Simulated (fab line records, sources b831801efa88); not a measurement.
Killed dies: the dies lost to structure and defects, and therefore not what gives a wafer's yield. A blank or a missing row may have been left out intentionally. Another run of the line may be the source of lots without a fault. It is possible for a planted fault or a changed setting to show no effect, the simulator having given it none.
A lot that was struck, set against a sound lot :: flow gf180mcu :: 12 out of 602 route steps
Sound: these wafers, L114.3, L114.4, L114.5. Wafers struck: L126.4, L126.5, L126.6. Last of all comes the cause.
Order at every step that has rows: each side's tool, ch and its chambers, its first start. Under that, the readings that differ: sound wafers :: struck wafers :: difference of the means :: sigmas: that difference in standard deviations of wafers without a fault.
alike: words and numbers the same on both sides, and readings whose means are apart by under 2 such deviations; not compared: readings that were withheld, readings missing a value for some wafer, numbers with overlapping values and no deviation given by the record, and bounds like >300 which may hide the same value.
A row with sigmas, a row that says differs or no value, or rows on one side alone: a step with any of these is where the two part. Numbers that don't overlap but have no deviation are shown without sigmas and don't part them. A reading that every wafer of one side lacks parts them only if that side has two wafers or more.

GF_STI_BOW_MEAS_00:
  sound: film_metro-03 at day 2 06:02; struck: film_metro-03 at day 4 18:04
  alike: INCOMING_BOW
then, 1 step without rows for these wafers: GF_STI_OXIDATION_01 (stabilise 600 s, purge 300 s, target thk 10 nm).
GF_STI_THK_MEAS_02:
  sound: film_metro-02 at day 2 07:32; struck: film_metro-02 at day 4 19:32
  alike: STI_OXIDATION_THK
then, 1 step without rows for these wafers: GF_STI_CVD_03 (deposits Si3N4 from DCS/NH3, target thk 207.16 nm, time 3551 s).
GF_STI_THK_MEAS_04:
  sound: film_metro-03 at day 2 09:35; struck: film_metro-03 at day 4 21:35
  alike: STI_CVD_03_THK
then, 5 steps without rows for these wafers: GF_STI_DEHYDRATE_05 (time 60 s); GF_STI_HMDS_06 (prime time 60 s); GF_STI_COAT_07 (resist thk 700 nm); GF_STI_SOFTBAKE_08 (time 60 s); GF_STI_EXPOSE_09 (exposes mask COMP, target cd 220 nm).
GF_STI_PEB_10: peb time 90 s.
  sound on litho_track-03 ch 0, day 2 21:10; struck on litho_track-02, day 5 11:28
  no value came back on the struck wafers for chill_plate_temp_C (C), exhaust_pa (Pa); on the sound wafers chill_plate_temp_C (C) reads 22.90 23.00 22.93
then, 1 step without rows for these wafers: GF_STI_DEVELOP_11 (develop time 60 s).

## WHERE THEY PART
Only at GF_STI_PEB_10, within this record.

WHY: what the simulator had put in
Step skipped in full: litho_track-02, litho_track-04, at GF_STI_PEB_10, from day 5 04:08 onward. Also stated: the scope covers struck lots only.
